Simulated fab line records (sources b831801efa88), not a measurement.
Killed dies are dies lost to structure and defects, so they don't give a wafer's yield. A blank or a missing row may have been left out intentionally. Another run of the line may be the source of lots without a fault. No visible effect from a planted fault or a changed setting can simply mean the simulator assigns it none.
A struck lot beside a sound one / flow gf180mcu / 18 steps out of a route of 602
Sound: these wafers, L558.3, L558.5, L558.6. Struck: wafers L566.2, L566.5. (L566.6 of the same lot was not struck and is left out.) The cause comes at the end.
For every step that has rows: the tool of each side, followed by ch and its chambers, followed by its first start. Under that, the readings that differ: sound wafers / struck wafers / difference of the means / sigmas: that difference in standard deviations of wafers without a fault.
alike: readings whose means differ by less than 2 such deviations, and words and numbers that are the same on both sides. not compared: withheld readings, readings that some wafer has no value for, bounds like >300 that may hide the same value, and numbers for which the record gives no deviation and whose values overlap.
A row with sigmas, a row that says differs or no value, or rows on one side alone: a step with any of these is where the two part. Numbers that have no deviation but don't overlap get no sigmas and don't part them. A reading that every wafer of one side lacks parts them only if that side has two wafers or more.

first, 2 steps without rows for these wafers: GF_CONTACT_PEB_12 (peb time 90 s); GF_CONTACT_DEVELOP_13 (develop time 60 s).
GF_CONTACT_CD_MEAS_14: target cd 220 nm.
  struck on cd sem-02, day 19 15:31; sound on cd sem-01, day 16 13:35
  alike: cd nm
GF_CONTACT_OVL_MEAS_15:
  struck on overlay-01, day 19 15:37; sound on overlay-02, day 16 13:41
  alike: CONTACT_OVL
then, 1 step without rows for these wafers: GF_CONTACT_ETCH_16 (etches BARC in N2/H2).
GF_CONTACT_ETCH_17: etches SiO2 in C4F8/O2/Ar, stops on CoSi2, target depth 860 nm.
  sound: rie diel-03 ch 1,3; struck: rie diel-03 ch 0,2
  alike: oes product au
GF_CONTACT_STRIP_18: strips in O2/N2.
  sound on plasma asher-03 ch 0,1, day 16 13:55; struck on plasma asher-03 ch 1, day 19 15:49
  alike: drypump motor current A, heater power w, oes product au
  not compared: rf hours counter h
then, 3 steps without rows for these wafers: GF_CONTACT_CLEAN_19 (cleans in SPM); GF_CONTACT_CLEAN_20 (cleans in DIW); GF_CONTACT_CLEAN_21 (cleans in dHF, time 20 s).
GF_CONTACT_SPUTTER_22: material Ti, target thk 15 nm, time 80.02 s.
  struck on pvd sputter-01, day 19 16:08; sound on pvd sputter-04, day 16 14:10
  alike: cathode dc power W, throttle valve pct
GF_CONTACT_SPUTTER_23: material TiN, target thk 10 nm, time 40 s.
  struck on pvd sputter-01, day 19 16:12; sound on pvd sputter-04, day 16 14:14
  alike: cathode dc power W, throttle valve pct
GF_CONTACT_CVD_24: deposits W, target thk 300 nm, time 90.339 s.
  sound on cvd w-01 ch 0,1, day 16 14:18; struck on cvd w-01 ch 1, day 19 16:14
reading=susceptor temp C (C); sound=400.14 399.56 399.97; struck=405.88 405.81; difference=+5.96; sigmas=+30
reading=model.W_of_CONTACT_CVD_24.thk nm (nm); sound=293.3 291.5 293.8; struck=329.9 331; difference=+37.6; sigmas=
  alike: heater power w
GF_CONTACT_RS_MEAS_25: uses a four-point probe to measure.
  struck on film metro-04, day 19 16:22; sound on film metro-03, day 16 14:25
reading=CONTACT_W_RS (ohm/sq); sound=0.391 0.395 0.392; struck=0.348 0.346; difference=-0.046; sigmas=-11
GF_CONTACT_THK_MEAS_26: measures by xrf.
  struck on film metro-04, day 19 16:28; sound on film metro-03, day 16 14:31
reading=CONTACT_W_THK (nm); sound=304 299 304; struck=323 328; difference=+23; sigmas=+4
GF_CONTACT_CMP_27: polishes, stops on SiO2, t overpolish 15 s, target thk 0 nm.
  sound on cmp-01 ch 0,1,2, day 16 14:39; struck on cmp-01 ch 1,2, day 19 16:40
reading=time to endpoint s (s); sound=69.5 68.2 71.6; struck=80.8 82.0; difference=+11.6; sigmas=+5
  alike: motor current A, retaining ring pressure frac
GF_M1_SPUTTER_00: material Ti, target thk 37.5 nm, time 150 s.
  struck on pvd sputter-02, day 19 16:49; sound on pvd sputter-02, day 16 14:51
  alike: cathode dc power W, throttle valve pct
-- the record jumps here: 12 days lie between the struck wafers' starts before and after (it left off in module M1 and takes up again in module PASSIVATION, whose first step shown is number 602 of the route) --
GF_PASSIVATION_PROBE_99:
  only the struck wafers here have rows in the record (prober-02, day 31 20:47); the sound ones have none

WHERE THEY PART
At GF_CONTACT_CVD_24 first; at GF_PASSIVATION_PROBE_99 last (within this record only).

WHY: whatever the simulator had introduced
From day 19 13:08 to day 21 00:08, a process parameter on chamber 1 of cvd w-01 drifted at GF_CONTACT_CVD_24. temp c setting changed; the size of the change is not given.
